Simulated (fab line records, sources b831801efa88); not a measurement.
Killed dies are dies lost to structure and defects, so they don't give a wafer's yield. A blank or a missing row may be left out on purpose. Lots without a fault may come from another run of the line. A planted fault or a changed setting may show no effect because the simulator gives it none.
fab line records | flow gf180mcu
record lots=24 wafers=72 last_day=34
route steps=602 shown M2@379 V2@403 V3@446 M4@472 V4@491
lots that met no fault: from a run of the same line without faults
start_h: hours from the record's first day to the start of the lot's first wafer shown | wait_h: hours since the lot's step before | " the same as in the row above | L1.1+2: a row that stands for several wafers | - no value, or no start given | * or withheld: withheld | < > ~ a bound
route shown NAME@n: a module of which the file shows steps, and the number in the route of the first | usual: mean/standard deviation of fault-free wafers | same: alike in all rows | chamber/n: place in a boat | sites: the reading at each site | _std_site: their standard deviation | _edge_site: outer sites' mean less inner sites' | radius_mm: how far each site lies from the wafer's centre | mask NAME#n: copy n | behind: the tool/chamber that last shaped the wafer | hold: why the lot was held/for how many hours/how that ended | device: the transistor (n, p or np) that didn't switch | end of line: the same wafers' tests at the end of the route | a step without rows: its recipe alone | killed: dies lost to structure and defects at the first sort, not the wafer's yield | map: a wafer's dies, x killed, . not, _ none there
set.NAME: the setting as run; set.NAME@STEP: as run at that earlier step | model.NAME: the simulator's own value behind a step, which no gauge read
steps of the route over a sample of lots; a table a step, a row a wafer
services: from which hour (start_h, from the record's first day; less than 0 if before it) a tool's chamber was out of use, for how many hours, and why
## steps
# step GF_M2_STRIP_17
# recipe chemistry=O2/N2 power_w=1400 pressure_mtorr=1500 platen_temp_c=250 o2_flow_sccm=3000 n2_flow_sccm=300 overash_fraction=0.5
# usual drypump_motor_current_A=5.6/0.43 heater_power_w=334/39 o2_flow_sccm=3001/9.1 oes_product_au=0.537/0.0047 strip_time_to_endpoint_s=7.37/0.036
# columns lot.wafer tool chamber start_h wait_h drypump_motor_current_A heater_power_w o2_flow_sccm oes_product_au rf_hours_counter_h strip_time_to_endpoint_s
L074.1 plasma_asher-04 1 441.99 0.1 5.5 340 3000 0.540 81 7.41
L074.3 " 1 " " 5.5 339 3006 0.536 - 7.39
L074.6 " 1 " " 5.5 338 3000 0.543 - 7.39
L075.1 plasma_asher-04 0 458.30 0.1 5.6 291 3006 0.537 82 7.36
L075.2 " 1 " " 5.6 342 2986 0.540 82 7.38
L075.4 " 0 " " 5.6 291 2996 0.533 - 7.35
L076.1 plasma_asher-02 1 458.49 0.1 6.2 357 3016 0.539 71 7.37
L076.2 " 0 " " 6.0 311 2996 0.539 71 7.40
L076.3 " 0 " " 6.0 301 2994 0.529 - 7.36
L078.2 plasma_asher-02 1 472.22 0.1 6.2 357 3006 0.527 72 7.37
L078.3 " 0 " " 6.0 293 2992 0.530 - 7.37
L078.5 " 0 " " 6.0 297 3019 0.542 - 7.40
L077.4 plasma_asher-04 0 476.98 0.1 5.6 289 2999 0.536 - 7.34
L077.5 " 1 " " 5.6 334 2990 0.528 - 7.37
L077.6 " 0 " " 5.6 289 2998 0.534 - 7.34
L079.3 plasma_asher-03 0 484.53 0.2 5.3 409 2994 0.539 - 7.34
L079.4 " 1 " " 4.9 300 2976 0.542 - 7.39
L079.5 " 0 " " 5.3 391 2995 0.538 - 7.31
L080.2 plasma_asher-03 0 495.69 0.1 5.3 400 2991 0.540 6 7.36
L080.3 " 0 " " 5.3 401 3012 0.539 - 7.30
L080.5 " 0 " " 5.3 395 3005 0.544 - 7.34
L081.1 plasma_asher-04 0 505.27 0.1 5.6 283 2997 0.543 88 7.39
L081.2 " 1 " " 5.6 342 3024 0.533 88 7.36
L081.4 " 0 " " 5.6 286 3000 0.535 - 7.39
L082.3 plasma_asher-04 1 506.08 0.1 5.6 342 2988 0.539 - 7.41
L082.4 " 0 " " 5.6 281 2993 0.536 - 7.42
L082.5 " 0 " " 5.6 288 2985 0.533 - 7.42
L083.1 plasma_asher-02 0 519.29 0.1 6.0 296 2998 0.535 77 7.32
L083.2 " 1 " " 6.2 350 3005 0.535 77 7.29
L083.6 " 0 " " 6.0 292 2998 0.536 - 7.34
L084.1 plasma_asher-03 0 528.14 0.1 5.3 411 3008 0.537 10 7.37
L084.2 " 1 " " 4.9 310 2994 0.534 10 7.38
L084.4 " 0 " " 5.3 400 3013 0.541 - 7.36
L085.2 plasma_asher-02 1 536.54 0.1 6.2 351 3010 0.539 78 7.39
L085.3 " 0 " " 6.0 300 3007 0.542 - 7.41
L085.5 " 0 " " 6.0 296 3002 0.545 - 7.41
L086.3 plasma_asher-04 0 544.93 0.1 5.6 288 2998 0.542 - 7.39
L086.5 " 0 " " 5.6 292 3010 0.535 - 7.43
L086.6 " 1 " " 5.6 345 3019 0.541 - 7.37
L087.1 plasma_asher-03 0 551.34 0.1 5.3 404 2994 0.542 12 7.36
L087.3 " 1 " " 4.9 320 3005 0.545 - 7.40
L087.6 " 1 " " 4.9 309 2996 0.533 - 7.33
L088.1 plasma_asher-02 0 562.32 0.1 6.0 296 2993 0.540 81 7.34
L088.2 " 1 " " 6.2 356 3001 0.539 81 7.33
L088.4 " 1 " " 6.1 362 3003 0.528 - 7.27
L089.2 plasma_asher-03 1 571.32 0.1 4.9 307 3025 0.537 14 7.32
L089.3 " 0 " " 5.3 391 2994 0.537 - 7.37
L089.4 " 1 " " 4.9 307 3004 0.537 - 7.35
L090.1 plasma_asher-03 0 575.96 0.1 5.3 401 2990 0.540 15 7.38
L090.2 " 1 " " 4.9 316 2993 0.530 15 7.34
L090.3 " 0 " " 5.3 398 2986 0.540 - 7.36
L091.2 plasma_asher-03 0 583.39 0.1 5.3 407 2995 0.540 15 7.37
L091.4 " 1 " " 4.9 312 3000 0.528 - 7.38
L091.6 " 1 " " 4.9 314 3012 0.536 - 7.36
L092.4 plasma_asher-03 1 592.05 0.1 4.9 312 3002 0.531 - 7.35
L092.5 " 1 " " 4.9 301 3003 0.534 - 7.34
L092.6 " 0 " " 5.3 409 3009 0.532 - 7.36
L093.1 plasma_asher-02 1 599.86 0.1 6.2 359 3016 0.534 85 7.31
L093.2 " 0 " " 6.0 292 2999 0.541 85 7.33
L093.3 " 0 " " 6.0 303 3005 0.538 - 7.33
L094.1 plasma_asher-02 0 602.39 0.1 6.0 288 2984 0.534 85 7.40
L094.4 " 1 " " 6.2 353 3000 0.532 - 7.40
L094.5 " 0 " " 6.0 294 2989 0.540 - 7.41
L095.4 plasma_asher-04 1 609.03 0.1 5.5 338 3000 0.533 - 7.37
L095.5 " 1 " " 5.6 337 2995 0.542 - 7.40
L095.6 " 0 " " 5.6 286 3004 0.541 - 7.43
L096.2 plasma_asher-03 0 617.36 0.1 5.3 402 3009 0.533 19 7.34
L096.4 " 0 " " 5.3 395 2998 0.532 - 7.40
L096.6 " 0 " " 5.3 389 3017 0.531 - 7.39
L097.1 plasma_asher-02 1 626.71 0.1 6.2 354 3007 0.529 88 7.40
L097.5 " 0 " " 6.0 297 3002 0.541 - 7.45
L097.6 " 1 " " 6.2 362 3004 0.537 - 7.41
# step GF_V2_SPUTTER_21
# recipe material=Ti target_thk_nm=15 chamber_pressure_pa=5 power_w=2500 substrate_temp_c=200 time_s=80.02
# usual throttle_valve_pct=30.0/0.69
# columns lot.wafer tool chamber start_h wait_h throttle_valve_pct
L074.1 pvd_sputter-03 - 468.16 0.0 29.7
L074.3 " - " " 31.2
L074.6 " - " " 29.7
L075.1 pvd_sputter-03 - 483.68 0.0 31.4
L075.2 " - " " 30.1
L075.4 " - " " 29.8
L076.1 pvd_sputter-02 - 484.08 0.0 28.9
L076.2 " - " " 30.5
L076.3 " - " " 29.8
L078.2 pvd_sputter-02 - 498.88 0.0 30.6
L078.3 " - " " 29.8
L078.5 " - " " 29.4
L077.4 pvd_sputter-01 - 503.55 0.0 30.6
L077.5 " - " " 30.8
L077.6 " - " " 29.4
L079.3 pvd_sputter-03 - 510.78 0.0 30.1
L079.4 " - " " 29.8
L079.5 " - " " 29.5
L080.2 pvd_sputter-03 - 520.54 0.0 29.6
L080.3 " - " " 29.7
L080.5 " - " " 29.7
L081.1 pvd_sputter-02 - 530.41 0.0 28.8
L081.2 " - " " 30.4
L081.4 " - " " 29.8
L082.3 pvd_sputter-02 - 531.36 0.0 30.7
L082.4 " - " " 28.6
L082.5 " - " " 29.0
L083.1 pvd_sputter-03 - 543.86 0.0 30.0
L083.2 " - " " 31.4
L083.6 " - " " 29.8
L084.1 pvd_sputter-01 - 552.53 0.0 31.3
L084.2 " - " " 29.5
L084.4 " - " " 29.0
L085.2 pvd_sputter-03 - 561.31 0.0 29.5
L085.3 " - " " 30.1
L085.5 " - " " 29.9
L086.3 pvd_sputter-02 - 568.89 0.0 30.0
L086.5 " - " " 29.7
L086.6 " - " " 30.2
L087.1 pvd_sputter-02 - 574.91 0.0 30.3
L087.3 " - " " 28.8
L087.6 " - " " 28.9
L088.1 pvd_sputter-02 - 585.79 0.0 29.6
L088.2 " - " " 30.3
L088.4 " - " " 30.6
L089.2 pvd_sputter-03 - 594.55 0.0 30.3
L089.3 " - " " 29.6
L089.4 " - " " 31.3
L090.1 pvd_sputter-02 - 598.98 0.0 30.1
L090.2 " - " " 29.7
L090.3 " - " " 28.8
L091.2 pvd_sputter-03 - 605.84 0.0 30.1
L091.4 " - " " 29.6
L091.6 " - " " 29.7
L092.4 pvd_sputter-02 - 615.16 0.0 29.7
L092.5 " - " " 30.2
L092.6 " - " " 29.7
L093.1 pvd_sputter-01 - 622.33 0.0 30.8
L093.2 " - " " 29.1
L093.3 " - " " 31.2
L094.1 pvd_sputter-03 - 625.06 0.0 29.6
L094.4 " - " " 29.6
L094.5 " - " " 30.3
L095.4 pvd_sputter-01 - 631.24 0.0 29.4
L095.5 " - " " 28.9
L095.6 " - " " 30.6
L096.2 pvd_sputter-02 - 639.48 0.0 28.9
L096.4 " - " " 30.4
L096.6 " - " " 29.6
L097.1 pvd_sputter-02 - 648.18 0.0 30.3
L097.5 " - " " 30.6
L097.6 " - " " 30.5
# step GF_V3_ETCH_17
# recipe chemistry=C4F8/O2/Ar mask_material=KrF target=SiO2 stop_on=TiN source_w=1500 bias_w=1200 pressure_mtorr=40 c4f8_flow_sccm=withheld O2_flow_sccm=6 Ar_flow_sccm=300 time_s=withheld target_depth_a=6350
# usual oes_product_au=0.856/0.0042
# columns lot.wafer tool chamber start_h wait_h oes_product_au
L074.1 rie_diel-02 1 - - 0.857
L074.3 " 3 " " 0.862
L074.6 " 2 " " 0.854
L075.1 rie_diel-03 0 - - 0.859
L075.2 " 1 " " 0.859
L075.4 " 2 " " 0.855
L076.1 rie_diel-02 2 - - 0.857
L076.2 " 1 " " 0.855
L076.3 " 0 " " 0.858
L078.2 rie_diel-04 1 - - 0.857
L078.3 " 0 " " 0.847
L078.5 " 2 " " 0.859
L077.4 rie_diel-04 0 - - 0.860
L077.5 " 1 " " 0.859
L077.6 " 3 " " 0.862
L079.3 rie_diel-02 2 - - 0.856
L079.4 " 1 " " 0.853
L079.5 " 2 " " 0.855
L080.2 rie_diel-02 1 - - 0.849
L080.3 " 0 " " 0.856
L080.5 " 1 " " 0.860
L081.1 rie_diel-04 2 - - 0.850
L081.2 " 0 " " 0.861
L081.4 " 1 " " 0.849
L082.3 rie_diel-02 3 - - 0.856
L082.4 " 0 " " 0.861
L082.5 " 1 " " 0.851
L083.1 rie_diel-04 2 - - 0.847
L083.2 " 3 " " 0.854
L083.6 " 3 " " 0.855
L084.1 rie_diel-02 0 - - 0.858
L084.2 " 1 " " 0.860
L084.4 " 2 " " 0.859
L085.2 rie_diel-02 0 - - 0.858
L085.3 " 1 " " 0.863
L085.5 " 1 " " 0.853
L086.3 rie_diel-03 0 - - 0.867
L086.5 " 3 " " 0.849
L086.6 " 2 " " 0.860
L087.1 rie_diel-04 1 - - 0.860
L087.3 " 3 " " 0.862
L087.6 " 0 " " 0.854
L088.1 rie_diel-04 2 - - 0.856
L088.2 " 3 " " 0.857
L088.4 " 0 " " 0.866
L089.2 rie_diel-02 0 - - 0.855
L089.3 " 3 " " 0.858
L089.4 " 3 " " 0.854
L090.1 rie_diel-03 0 - - 0.855
L090.2 " 1 " " 0.854
L090.3 " 3 " " 0.858
L091.2 rie_diel-02 2 - - 0.851
L091.4 " 0 " " 0.848
L091.6 " 3 " " 0.858
L092.4 rie_diel-03 1 - - 0.850
L092.5 " 2 " " 0.853
L092.6 " 3 " " 0.858
L093.1 rie_diel-04 2 - - 0.853
L093.2 " 1 " " 0.855
L093.3 " 0 " " 0.849
L094.1 rie_diel-04 2 - - 0.860
L094.4 " 3 " " 0.855
L094.5 " 2 " " 0.860
L095.4 rie_diel-03 3 - - 0.852
L095.5 " 2 " " 0.858
L095.6 " 1 " " 0.849
L096.2 rie_diel-02 3 - - 0.852
L096.4 " 1 " " 0.855
L096.6 " 1 " " 0.856
L097.1 rie_diel-04 2 - - 0.857
L097.5 " 1 " " 0.858
L097.6 " 2 " " 0.854
# step GF_V3_SPUTTER_22
# recipe material=TiN target_thk_nm=10 chamber_pressure_pa=5 power_w=4000 time_s=40
# usual throttle_valve_pct=29.9/0.67
# columns lot.wafer tool chamber start_h wait_h throttle_valve_pct
L074.1 pvd_sputter-02 - 518.99 0.0 30.1
L074.3 " - " " 30.5
L074.6 " - " " 30.1
L075.1 pvd_sputter-02 - 533.51 0.0 29.0
L075.2 " - " " 29.6
L075.4 " - " " 30.1
L076.1 pvd_sputter-04 - 533.94 0.0 31.1
L076.2 " - " " 28.9
L076.3 " - " " 29.2
L078.2 pvd_sputter-03 - 547.29 0.0 29.6
L078.3 " - " " 29.9
L078.5 " - " " 30.1
L077.4 pvd_sputter-02 - 553.05 0.0 28.9
L077.5 " - " " 28.9
L077.6 " - " " 29.7
L079.3 pvd_sputter-02 - 558.73 0.0 30.0
L079.4 " - " " 30.3
L079.5 " - " " 30.2
L080.2 pvd_sputter-03 - 567.87 0.0 30.1
L080.3 " - " " 31.0
L080.5 " - " " 29.6
L081.1 pvd_sputter-03 - 578.07 0.0 30.3
L081.2 " - " " 29.6
L081.4 " - " " 31.3
L082.3 pvd_sputter-02 - 579.59 0.0 29.0
L082.4 " - " " 30.2
L082.5 " - " " 29.8
L083.1 pvd_sputter-02 - 590.72 0.0 28.8
L083.2 " - " " 29.6
L083.6 " - " " 30.1
L084.1 pvd_sputter-02 - 598.26 0.0 29.6
L084.2 " - " " 30.4
L084.4 " - " " 30.6
L085.2 pvd_sputter-02 - 607.34 0.0 30.3
L085.3 " - " " 29.6
L085.5 " - " " 29.5
L086.3 pvd_sputter-02 - 614.34 0.0 29.0
L086.5 " - " " 30.2
L086.6 " - " " 30.4
L087.1 pvd_sputter-04 - 620.05 0.0 31.1
L087.3 " - " " 29.4
L087.6 " - " " 29.3
L088.1 pvd_sputter-03 - 630.05 0.0 29.6
L088.2 " - " " 29.5
L088.4 " - " " 31.2
L089.2 pvd_sputter-03 - 638.17 0.0 31.4
L089.3 " - " " 30.1
L089.4 " - " " 29.9
L090.1 pvd_sputter-03 - 643.19 0.0 31.1
L090.2 " - " " 30.1
L090.3 " - " " 29.7
L091.2 pvd_sputter-02 - 649.63 0.0 29.9
L091.4 " - " " 30.2
L091.6 " - " " 30.4
L092.4 pvd_sputter-04 - 658.98 0.0 28.6
L092.5 " - " " 29.3
L092.6 " - " " 31.0
L093.1 pvd_sputter-02 - 666.28 0.0 28.9
L093.2 " - " " 30.6
L093.3 " - " " 30.2
L094.1 pvd_sputter-03 - 668.34 0.0 29.6
L094.4 " - " " 29.7
L094.5 " - " " 31.4
L095.4 pvd_sputter-04 - 674.54 0.0 29.0
L095.5 " - " " 29.5
L095.6 " - " " 29.2
L096.2 pvd_sputter-03 - 682.39 0.0 31.2
L096.4 " - " " 29.4
L096.6 " - " " 29.5
L097.1 pvd_sputter-02 - 689.84 0.0 29.9
L097.5 " - " " 28.7
L097.6 " - " " 29.8
# step GF_M4_METAL_ETCH_16
# recipe chemistry=Cl2/BCl3 mask_material=KrF target_depth_nm=750.8 stop_on=SiO2 pressure_mtorr=8 icp_w=800 bias_w=140 Cl2_flow_sccm=80 bcl3_flow_sccm=40 time_s=125.1
# usual drypump_motor_current_A=5.7/0.4 mfc_cl2_sccm=80.00/0.24 oes_product_au=0.990/0.0057 throttle_valve_pct=28.229/0.01
# columns lot.wafer tool chamber start_h wait_h drypump_motor_current_A mfc_cl2_sccm oes_product_au rf_hours_counter_h throttle_valve_pct
L074.1 rie_metal-02 0 542.21 0.0 6.0 80.37 0.984 1 28.234
L074.3 " 0 " " 6.0 80.29 0.991 - 28.246
L074.6 " 0 " " 6.0 80.36 0.990 - 28.222
L075.1 rie_metal-01 0 557.14 0.0 5.7 79.85 0.987 4 28.201
L075.2 " 1 " " 4.9 80.30 0.987 2 28.240
L075.4 " 1 " " 5.0 80.47 0.997 - 28.233
L076.1 rie_metal-02 0 557.49 0.0 6.0 80.18 0.993 1 28.253
L076.2 " 1 " " 6.0 80.14 0.987 8 28.236
L076.3 " 0 " " 6.0 80.26 0.984 - 28.238
L078.2 rie_metal-02 1 570.36 0.0 6.0 80.14 1.000 9 28.221
L078.3 " 1 " " 6.0 80.01 0.989 - 28.219
L078.5 " 0 " " 6.0 79.75 0.987 - 28.229
L077.4 rie_metal-02 1 575.55 0.1 6.0 80.49 0.981 - 28.211
L077.5 " 1 " " 6.0 80.16 0.996 - 28.212
L077.6 " 0 " " 6.0 79.77 0.990 - 28.230
L079.3 rie_metal-01 1 581.50 0.1 4.9 80.05 0.986 - 28.220
L079.4 " 0 " " 5.7 80.04 1.005 - 28.237
L079.5 " 0 " " 5.7 80.10 0.994 - 28.226
L080.2 rie_metal-01 1 590.26 0.0 5.0 80.18 0.996 3 28.211
L080.3 " 1 " " 5.0 79.81 0.990 - 28.237
L080.5 " 1 " " 5.0 79.56 0.993 - 28.235
L081.1 rie_metal-04 0 600.56 0.0 5.4 80.10 0.996 3 28.239
L081.2 " 1 " " 5.9 79.92 0.990 2 28.238
L081.4 " 0 " " 5.4 79.75 0.993 - 28.247
L082.3 rie_metal-01 1 601.35 0.1 5.0 80.14 0.987 - 28.214
L082.4 " 0 " " 5.7 79.71 0.991 - 28.228
L082.5 " 0 " " 5.7 79.93 0.991 - 28.235
L083.1 rie_metal-01 0 612.64 0.0 5.7 79.85 0.995 6 28.221
L083.2 " 1 " " 5.0 80.43 0.997 4 28.243
L083.6 " 0 " " 5.7 79.80 0.989 - 28.228
L084.1 rie_metal-02 0 619.89 0.0 5.9 79.72 0.987 2 28.244
L084.2 " 1 " " 6.1 79.92 0.995 9 28.236
L084.4 " 0 " " 6.0 79.78 0.995 - 28.218
L085.2 rie_metal-01 0 629.16 0.0 5.7 79.82 0.996 6 28.206
L085.3 " 1 " " 5.0 79.49 1.002 - 28.223
L085.5 " 0 " " 5.7 79.79 0.992 - 28.208
L086.3 rie_metal-02 1 635.20 0.1 6.0 80.03 0.994 - 28.229
L086.5 " 0 " " 6.0 79.72 0.993 - 28.238
L086.6 " 1 " " 6.0 79.84 0.990 - 28.229
L087.1 rie_metal-01 1 640.46 0.0 4.9 79.92 0.984 5 28.242
L087.3 " 0 " " 5.7 80.17 0.995 - 28.239
L087.6 " 0 " " 5.7 80.10 0.994 - 28.225
L088.1 rie_metal-02 0 650.56 0.0 6.0 80.45 0.995 4 28.245
L088.2 " 1 " " 6.0 80.26 0.991 11 28.230
L088.4 " 1 " " 6.0 79.64 0.998 - 28.223
L089.2 rie_metal-04 0 659.36 0.0 5.4 79.95 0.991 5 28.226
L089.3 " 0 " " 5.4 79.61 0.991 - 28.218
L089.4 " 1 " " 5.9 79.93 0.989 - 28.229
L090.1 rie_metal-02 0 664.01 0.0 6.0 80.32 0.990 4 28.224
L090.2 " 1 " " 6.0 80.02 0.993 12 28.222
L090.3 " 0 " " 6.0 80.03 0.995 - 28.227
L091.2 rie_metal-04 1 670.13 0.0 5.9 80.00 0.991 4 28.252
L091.4 " 1 " " 5.9 80.06 0.991 - 28.234
L091.6 " 1 " " 5.9 80.25 0.986 - 28.244
L092.4 rie_metal-01 1 679.18 0.1 5.0 80.13 0.980 - 28.229
L092.5 " 0 " " 5.7 80.66 0.998 - 28.233
L092.6 " 1 " " 4.9 80.40 0.983 - 28.231
L093.1 rie_metal-02 0 685.86 0.0 6.0 79.88 0.994 5 28.221
L093.2 " 1 " " 6.0 79.51 0.990 13 28.242
L093.3 " 1 " " 6.0 80.06 0.988 - 28.226
L094.1 rie_metal-04 1 688.11 0.0 5.9 80.31 0.986 5 28.224
L094.4 " 0 " " 5.3 79.99 0.982 - 28.226
L094.5 " 0 " " 5.3 80.23 0.984 - 28.241
L095.4 rie_metal-02 1 693.95 0.1 6.0 79.66 0.994 - 28.242
L095.5 " 0 " " 5.9 79.77 0.994 - 28.228
L095.6 " 1 " " 6.0 79.77 0.979 - 28.217
L096.2 rie_metal-01 1 702.26 0.0 5.0 79.92 0.986 7 28.211
L096.4 " 1 " " 5.0 80.10 0.997 - 28.229
L096.6 " 0 " " 5.7 79.85 0.992 - 28.219
L097.1 rie_metal-02 1 709.61 0.0 6.0 80.22 0.996 14 28.224
L097.5 " 1 " " 6.0 79.93 0.989 - 28.228
L097.6 " 0 " " 6.0 79.92 0.991 - 28.233
# step GF_V4_OVL_MEAS_15
# usual V4_OVL=3/5.2
# columns lot.wafer tool chamber start_h wait_h V4_OVL[nm]
L074.1 overlay-02 - 565.68 0.1 -4
L074.3 " - " " -6
L074.6 " - " " 2
L075.1 overlay-01 - 580.30 0.1 9
L075.2 " - " " -6
L075.4 " - " " 2
L076.1 overlay-01 - 580.95 0.1 1
L076.2 " - " " 5
L076.3 " - " " 5
L078.2 overlay-02 - 592.89 0.1 6
L078.3 " - " " 11
L078.5 " - " " 14
L077.4 overlay-01 - 598.17 0.1 5
L077.5 " - " " 9
L077.6 " - " " 4
L079.3 overlay-01 - 603.56 0.1 -3
L079.4 " - " " 5
L079.5 " - " " -2
L080.2 overlay-01 - 612.96 0.1 1
L080.3 " - " " 0
L080.5 " - " " -6
L081.1 overlay-02 - 622.88 0.1 3
L081.2 " - " " -1
L081.4 " - " " -2
L082.3 overlay-02 - 623.39 0.1 1
L082.4 " - " " 5
L082.5 " - " " 5
L083.1 overlay-01 - 633.73 0.1 -5
L083.2 " - " " 3
L083.6 " - " " -1
L084.1 overlay-02 - 641.28 0.1 -9
L084.2 " - " " -5
L084.4 " - " " 5
L085.2 overlay-01 - 650.25 0.1 12
L085.3 " - " " 3
L085.5 " - " " 10
L086.3 overlay-01 - 656.21 0.1 6
L086.5 " - " " 10
L086.6 " - " " 0
L087.1 overlay-01 - 661.85 0.1 6
L087.3 " - " " 9
L087.6 " - " " 5
L088.1 overlay-02 - 671.68 0.1 18
L088.2 " - " " 7
L088.4 " - " " 14
L089.2 overlay-01 - 679.59 0.1 -2
L089.3 " - " " -3
L089.4 " - " " -1
L090.1 overlay-02 - 684.40 0.1 5
L090.2 " - " " 4
L090.3 " - " " -1
L091.2 overlay-01 - 690.60 0.1 6
L091.4 " - " " 14
L091.6 " - " " 3
L092.4 overlay-01 - 699.52 0.1 5
L092.5 " - " " 10
L092.6 " - " " 9
L093.1 overlay-02 - 706.03 0.1 12
L093.2 " - " " 9
L093.3 " - " " 14
L094.1 overlay-02 - 708.18 0.1 5
L094.4 " - " " -2
L094.5 " - " " 3
L095.4 overlay-02 - 713.50 0.1 9
L095.5 " - " " 3
L095.6 " - " " 9
L096.2 overlay-01 - 721.63 0.1 -6
L096.4 " - " " -1
L096.6 " - " " -6
L097.1 overlay-01 - 728.83 0.1 1
L097.5 " - " " 3
L097.6 " - " " 0
## services
# columns tool chamber start_h hours kind
rie_diel-03 1 421.22 10.8 repair
plasma_asher-03 - 421.30 9.0 pm
rie_metal-01 - 478.76 0.9 repair
plasma_asher-02 - 480.21 5.7 repair
plasma_asher-02 - 487.18 1.8 repair
rie_metal-01 - 512.67 2.8 pm
plasma_asher-02 - 524.30 7.0 repair
rie_diel-03 - 526.06 0.5 repair
rie_metal-01 - 554.22 0.9 repair
rie_diel-03 1 562.87 3.8 repair
rie_metal-02 1 575.72 32.6 repair
rie_metal-02 0 580.15 27.5 repair
rie_diel-02 - 610.03 0.8 repair
rie_diel-04 1 632.47 4.3 repair
rie_diel-02 2 636.63 7.1 repair
plasma_asher-02 - 647.63 0.7 repair
plasma_asher-03 - 647.88 0.3 repair
rie_diel-04 3 648.38 8.7 repair
pvd_sputter-03 - 656.86 3.2 repair
rie_diel-02 - 657.86 0.3 repair
pvd_sputter-02 - 672.93 5.3 repair
plasma_asher-02 - 690.23 19.2 pm
plasma_asher-04 - 701.69 0.9 repair
rie_metal-01 - 708.37 1.4 pm
## key
fault none
